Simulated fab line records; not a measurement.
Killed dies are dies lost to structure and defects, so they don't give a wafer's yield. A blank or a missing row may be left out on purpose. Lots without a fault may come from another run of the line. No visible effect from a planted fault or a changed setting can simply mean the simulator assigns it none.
fab line records	flow sky130
[record] lots = 13	wafers = 39	last_day = 49
route steps=708 shown VT_ADJUST_NCORE@130 POLY_GATE@204 SD_P@330 LOCAL_INTERCONNECT@399
lots that met no fault: from a run of the same line without faults
start_h: the number of hours between the record's first day and the start of the first shown wafer of the lot	wait_h: hours elapsed since this lot's preceding step	" the same as in the row above	L1.1+2: a row that stands for several wafers	- no value, or no start was given	* or withheld: withheld	< > ~ a bound
route shown NAME@n: names a module that has steps shown in the file, with the first one's number in the route	usual: average and standard deviation across the fault-free wafers	same: alike in all rows	chamber/n: place in a boat	sites: readings site by site	_std_site: the standard deviation of these	_edge_site: outer sites' mean less inner sites'	radius_mm: for every site, how far away it sits from the centre of the wafer	mask NAME#n: copy n	behind: the last tool/chamber to shape the wafer	hold: cause of the lot's hold/its duration in hours/its outcome	device: the n, p or np transistor that did not switch	end of line: the tests these same wafers got at the end of their route	step lacking rows: just its recipe	killed: the dies lost at the first sort to structure and to defects; this is not the yield of the wafer	map: a wafer's dies, x killed, . not, _ none there
set.NAME: the run value of the setting; set.NAME@STEP: its run value at that earlier step	model.NAME: the simulator's own value behind a step, which no gauge read
steps of the route over a sample of lots; a table a step, a row a wafer
services: from which hour (start_h, from the record's first day; less than 0 if before it) a tool's chamber was out of use, for how many hours, and why
[[steps]]
[step SKY_VT_ADJUST_NCORE_TW_MEAS_11]
[usual] VT_ADJUST_NCORE_TW = 220.6/1.2
lot.wafer	tool	chamber	start_h	wait_h	VT_ADJUST_NCORE_TW
L568.3	film_metro-04	-	203.86	0.1	221.2
L568.4	"	-	"	"	222.0
L568.5	"	-	"	"	222.7
L570.4	film_metro-04	-	213.99	0.1	221.7
L570.5	"	-	"	"	221.3
L570.6	"	-	"	"	221.2
L571.1	film_metro-01	-	218.22	0.1	219.5
L571.2	"	-	"	"	219.0
L571.6	"	-	"	"	219.2
L572.2	film_metro-01	-	220.47	0.1	218.2
L572.3	"	-	"	"	219.1
L572.4	"	-	"	"	218.7
L573.1	film_metro-03	-	221.72	0.1	222.4
L573.3	"	-	"	"	221.8
L573.6	"	-	"	"	221.8
L574.2	film_metro-03	-	234.95	0.1	223.1
L574.5	"	-	"	"	223.8
L574.6	"	-	"	"	222.1
L575.1	film_metro-04	-	235.66	0.1	220.7
L575.4	"	-	"	"	220.7
L575.6	"	-	"	"	220.8
L576.1	film_metro-03	-	247.26	0.1	220.5
L576.5	"	-	"	"	220.2
L576.6	"	-	"	"	221.2
L577.2	film_metro-04	-	253.42	0.1	221.3
L577.3	"	-	"	"	220.9
L577.5	"	-	"	"	219.5
L578.3	film_metro-04	-	256.54	0.1	219.9
L578.4	"	-	"	"	219.8
L578.6	"	-	"	"	219.7
L580.1	film_metro-03	-	266.28	0.1	221.4
L580.4	"	-	"	"	219.2
L580.5	"	-	"	"	220.2
L581.2	film_metro-03	-	272.23	0.1	220.4
L581.3	"	-	"	"	220.1
L581.4	"	-	"	"	221.3
L586.1	film_metro-04	-	307.84	0.1	220.9
L586.5	"	-	"	"	220.2
L586.6	"	-	"	"	220.2
[step SKY_POLY_GATE_CVD_00]
[recipe] material = poly-Si	target_thk_nm = 180	temp_c = 620	time_s = 720	pressure_mtorr = 200
[usual] spike_tc_lower_C = 620.4/1.2	spike_tc_upper_C = 621.1/0.97	susceptor_temp_C = 619.95/0.28
lot.wafer	tool	chamber	start_h	wait_h	spike_tc_lower_C	spike_tc_upper_C	susceptor_temp_C
L568.3	lpcvd-01	1	332.62	0.0	620.0	622.0	619.68
L568.4	"	1	"	"	621.5	621.3	620.16
L568.5	"	1	"	"	618.9	620.3	620.33
L570.4	lpcvd-01	0	348.16	0.0	620.4	622.2	620.17
L570.5	"	0	"	"	620.3	620.0	619.38
L570.6	"	0	"	"	622.8	620.2	619.86
L571.1	lpcvd-01	0	350.98	0.0	622.1	621.1	620.34
L571.2	"	0	"	"	620.6	621.5	620.31
L571.6	"	0	"	"	620.7	622.2	620.44
L572.2	lpcvd-01	1	354.92	0.0	620.4	619.3	619.73
L572.3	"	1	"	"	619.9	621.3	619.73
L572.4	"	1	"	"	620.5	621.1	620.10
L573.1	lpcvd-01	1	356.45	0.0	620.1	621.4	620.52
L573.3	"	1	"	"	622.5	620.7	620.02
L573.6	"	1	"	"	621.3	623.6	619.83
L574.2	lpcvd-01	1	370.99	0.0	619.5	620.7	619.91
L574.5	"	1	"	"	619.5	622.4	619.48
L574.6	"	1	"	"	619.4	621.2	619.88
L575.1	lpcvd-01	0	374.68	0.0	622.6	622.0	619.87
L575.4	"	0	"	"	621.9	621.1	619.47
L575.6	"	0	"	"	621.4	620.9	620.00
L576.1	lpcvd-01	0	389.71	0.0	620.4	620.4	620.18
L576.5	"	0	"	"	620.6	622.4	619.80
L576.6	"	0	"	"	620.2	620.1	620.02
L577.2	lpcvd-01	0	394.79	0.0	620.3	622.4	620.16
L577.3	"	0	"	"	620.2	621.2	619.75
L577.5	"	0	"	"	621.0	621.3	620.13
L578.3	lpcvd-01	0	397.50	0.0	619.5	621.2	620.13
L578.4	"	0	"	"	620.8	622.8	619.71
L578.6	"	0	"	"	619.6	620.2	620.13
L580.1	lpcvd-01	0	411.12	0.0	619.5	622.2	619.94
L580.4	"	0	"	"	620.7	620.4	619.95
L580.5	"	0	"	"	620.4	619.5	619.99
L581.2	lpcvd-01	1	421.79	0.0	620.0	621.8	620.15
L581.3	"	1	"	"	619.4	620.5	620.28
L581.4	"	1	"	"	620.6	620.0	619.67
L586.1	lpcvd-01	0	465.68	0.0	624.8	624.7	623.60
L586.5	"	0	"	"	624.2	625.5	623.38
L586.6	"	0	"	"	623.3	625.9	623.92
[step SKY_POLY_GATE_THK_MEAS_01]
[recipe] reads = poly-Si_of_POLY_GATE_CVD_00
[usual] POLY_GATE_CVD_00_THK = 179.9/1.6
lot.wafer	tool	chamber	start_h	wait_h	hold	POLY_GATE_CVD_00_THK[nm]
L568.3	film_metro-01	-	333.84	0.0	-	183.7
L568.4	"	-	"	"	-	184.0
L568.5	"	-	"	"	-	181.6
L570.4	film_metro-02	-	349.39	0.0	-	178.2
L570.5	"	-	"	"	-	179.8
L570.6	"	-	"	"	-	179.2
L571.1	film_metro-02	-	352.18	0.0	-	177.7
L571.2	"	-	"	"	-	178.9
L571.6	"	-	"	"	-	176.0
L572.2	film_metro-02	-	356.13	0.0	-	181.0
L572.3	"	-	"	"	-	181.2
L572.4	"	-	"	"	-	179.7
L573.1	film_metro-02	-	357.65	0.0	-	177.4
L573.3	"	-	"	"	-	178.7
L573.6	"	-	"	"	-	177.1
L574.2	film_metro-01	-	372.20	0.0	-	182.3
L574.5	"	-	"	"	-	184.2
L574.6	"	-	"	"	-	182.2
L575.1	film_metro-03	-	375.88	0.0	-	181.5
L575.4	"	-	"	"	-	180.3
L575.6	"	-	"	"	-	181.9
L576.1	film_metro-03	-	390.91	0.0	-	179.6
L576.5	"	-	"	"	-	179.6
L576.6	"	-	"	"	-	178.9
L577.2	film_metro-02	-	396.00	0.0	-	179.1
L577.3	"	-	"	"	-	178.5
L577.5	"	-	"	"	-	179.2
L578.3	film_metro-01	-	398.72	0.0	-	181.1
L578.4	"	-	"	"	-	180.4
L578.6	"	-	"	"	-	179.9
L580.1	film_metro-03	-	412.32	0.0	-	180.1
L580.4	"	-	"	"	-	180.3
L580.5	"	-	"	"	-	180.2
L581.2	film_metro-02	-	423.00	0.0	-	180.7
L581.3	"	-	"	"	-	182.9
L581.4	"	-	"	"	-	182.1
L586.1	film_metro-02	-	466.88	0.0	await_dispo/0.2h/release	197.2
L586.5	"	-	"	"	await_dispo/0.2h/release	196.4
L586.6	"	-	"	"	await_dispo/0.2h/release	195.5
L586.1	film_metro-02	-	467.15	0.3	-	197.3
L586.5	"	-	"	"	-	196.6
L586.6	"	-	"	"	-	195.5
[step SKY_SD_P_STRIP_10]
[recipe] chemistry = O2/N2	power_w = 1400	pressure_mtorr = 1500	platen_temp_c = withheld	o2_flow_sccm = 3000	n2_flow_sccm = 300	overash_fraction = 0.5
[usual] drypump_motor_current_A = 5.7/0.39	oes_product_au = 0.617/0.0043	strip_time_to_endpoint_s = 17.49/0.037
lot.wafer	tool	chamber	start_h	wait_h	drypump_motor_current_A	oes_product_au	rf_hours_counter_h	strip_time_to_endpoint_s
L568.3	plasma_asher-02	1	608.72	0.1	5.4	0.619	-	17.49
L568.4	"	0	"	"	4.9	0.617	-	17.51
L568.5	"	0	"	"	5.0	0.618	-	17.49
L570.4	plasma_asher-04	0	629.42	0.1	5.7	0.615	-	17.52
L570.5	"	1	"	"	6.0	0.616	-	17.54
L570.6	"	0	"	"	5.8	0.621	-	17.52
L571.1	plasma_asher-04	1	630.66	0.1	6.0	0.616	81	17.51
L571.2	"	0	"	"	5.7	0.619	81	17.47
L571.6	"	0	"	"	5.7	0.613	-	17.51
L572.2	plasma_asher-04	1	637.48	0.1	6.0	0.617	82	17.49
L572.3	"	0	"	"	5.7	0.618	-	17.47
L572.4	"	1	"	"	6.0	0.616	-	17.42
L573.1	plasma_asher-04	1	639.00	0.1	5.9	0.613	82	17.51
L573.3	"	0	"	"	5.7	0.625	-	17.52
L573.6	"	0	"	"	5.7	0.617	-	17.52
L574.2	plasma_asher-03	0	650.46	0.1	4.9	0.613	51	17.47
L574.5	"	0	"	"	4.9	0.612	-	17.47
L574.6	"	1	"	"	6.3	0.606	-	17.50
L575.1	plasma_asher-04	1	654.46	0.1	5.9	0.614	84	17.45
L575.4	"	0	"	"	5.8	0.610	-	17.44
L575.6	"	0	"	"	5.8	0.616	-	17.45
L576.1	plasma_asher-04	0	667.78	0.1	5.7	0.604	85	17.49
L576.5	"	1	"	"	6.0	0.617	-	17.49
L576.6	"	0	"	"	5.7	0.614	-	17.44
L577.2	plasma_asher-02	0	673.34	0.1	4.9	0.615	23	17.44
L577.3	"	1	"	"	5.4	0.619	-	17.50
L577.5	"	0	"	"	4.9	0.619	-	17.52
L578.3	plasma_asher-04	1	678.39	0.1	6.0	0.625	-	17.50
L578.4	"	0	"	"	5.7	0.615	-	17.53
L578.6	"	1	"	"	6.0	0.621	-	17.53
L580.1	plasma_asher-04	1	686.43	0.1	5.9	0.612	87	17.40
L580.4	"	0	"	"	5.7	0.617	-	17.43
L580.5	"	0	"	"	5.7	0.614	-	17.44
L581.2	plasma_asher-03	1	707.09	0.1	6.3	0.618	57	17.46
L581.3	"	0	"	"	4.9	0.611	-	17.46
L581.4	"	1	"	"	6.4	0.616	-	17.46
L586.1	plasma_asher-04	0	734.33	0.1	5.8	0.617	91	17.54
L586.5	"	1	"	"	6.0	0.621	-	17.52
L586.6	"	0	"	"	5.7	0.620	-	17.53
[step SKY_LOCAL_INTERCONNECT_OVL_MEAS_12]
[usual] LOCAL_INTERCONNECT_OVL = 1/4.6
lot.wafer	tool	chamber	start_h	wait_h	LOCAL_INTERCONNECT_OVL[nm]
L568.3	overlay-01	-	725.57	0.1	-5
L568.4	"	-	"	"	1
L568.5	"	-	"	"	-4
L570.4	overlay-01	-	744.42	0.1	-4
L570.5	"	-	"	"	7
L570.6	"	-	"	"	6
L571.1	overlay-02	-	746.02	0.1	3
L571.2	"	-	"	"	1
L571.6	"	-	"	"	3
L572.2	overlay-01	-	750.25	0.1	0
L572.3	"	-	"	"	-8
L572.4	"	-	"	"	2
L573.1	overlay-01	-	753.02	0.1	4
L573.3	"	-	"	"	0
L573.6	"	-	"	"	-1
L574.2	overlay-02	-	763.41	0.1	9
L574.5	"	-	"	"	-2
L574.6	"	-	"	"	10
L575.1	overlay-01	-	768.96	0.1	0
L575.4	"	-	"	"	5
L575.6	"	-	"	"	0
L576.1	overlay-02	-	781.61	0.1	-9
L576.5	"	-	"	"	1
L576.6	"	-	"	"	0
L577.2	overlay-01	-	786.68	0.1	7
L577.3	"	-	"	"	1
L577.5	"	-	"	"	12
L578.3	overlay-01	-	791.41	0.1	0
L578.4	"	-	"	"	1
L578.6	"	-	"	"	2
L580.1	overlay-02	-	799.11	0.1	-4
L580.4	"	-	"	"	-1
L580.5	"	-	"	"	-3
L581.2	overlay-01	-	819.16	0.1	2
L581.3	"	-	"	"	-6
L581.4	"	-	"	"	2
L586.6	overlay-02	-	844.99	0.0	-4
[[services]]
tool	chamber	start_h	hours	kind
plasma_asher-02	-	320.47	2.8	pm
plasma_asher-04	-	321.77	2.8	pm
lpcvd-01	-	379.12	6.0	pm
plasma_asher-02	-	421.25	9.0	pm
plasma_asher-02	0	421.25	9.0	vent_cycle
plasma_asher-02	1	421.25	9.0	vent_cycle
plasma_asher-02	0	430.25	-	clean
plasma_asher-02	1	430.25	-	clean
plasma_asher-02	-	436.40	1.2	repair
lpcvd-01	-	463.54	0.9	repair
plasma_asher-02	-	498.19	2.2	repair
plasma_asher-03	-	585.74	2.3	repair
plasma_asher-02	-	592.44	2.4	repair
plasma_asher-03	-	631.27	15.2	pm
lpcvd-01	-	683.75	0.9	repair
[[key]]
[first_sign] step = SKY_POLY_GATE_CVD_00	reading = susceptor_temp_C	direction = up	sigmas = 13	usual = *	struck = *
[effect] step = SKY_POLY_GATE_CVD_00	reading = spike_tc_upper_C	direction = up	sigmas = 4.4	usual = 621.1	struck = 625.4
[effect] step = SKY_POLY_GATE_THK_MEAS_01	reading = visit	direction = added
[effect] step = SKY_POLY_GATE_THK_MEAS_01	reading = POLY_GATE_CVD_00_THK	direction = up	sigmas = 10	usual = 179.9	struck = 196.4
met_at SKY_POLY_GATE_CVD_00
struck_lots L586
struck_wafers L586.1,L586.5,L586.6
later_rows_left_out L586.1,L586.5
sort_left_out L586.1,L586.5,L586.6
tester_left_out L586
not_acting_at SKY_VT_ADJUST_NCORE_TW_MEAS_11,SKY_SD_P_STRIP_10,SKY_LOCAL_INTERCONNECT_OVL_MEAS_12
onset_between 411.12 465.68
[fault] kind = process_parameter_drift	tool = lpcvd-01	chamber = 0	onset_h = 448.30	steps = SKY_POLY_GATE_CVD_00	channel = temp_c	offset = *	shape = step	end_h = 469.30	stated = *
// tester_left_out: of these lots the tester's yield and bins aren't shown, on N5 and GAA mostly nor the transistor test; their killed dies are dies lost to structure and defects alone, not to doping, threshold or leakage, so they don't give the yield
// sort_left_out: the simulated sort isn't trusted on such a fault, so these wafers' sort isn't shown, and their yield isn't known
// later_rows_left_out: the simulator's readings of these wafers behind a module that went badly wrong aren't trusted and aren't shown, but for the sort
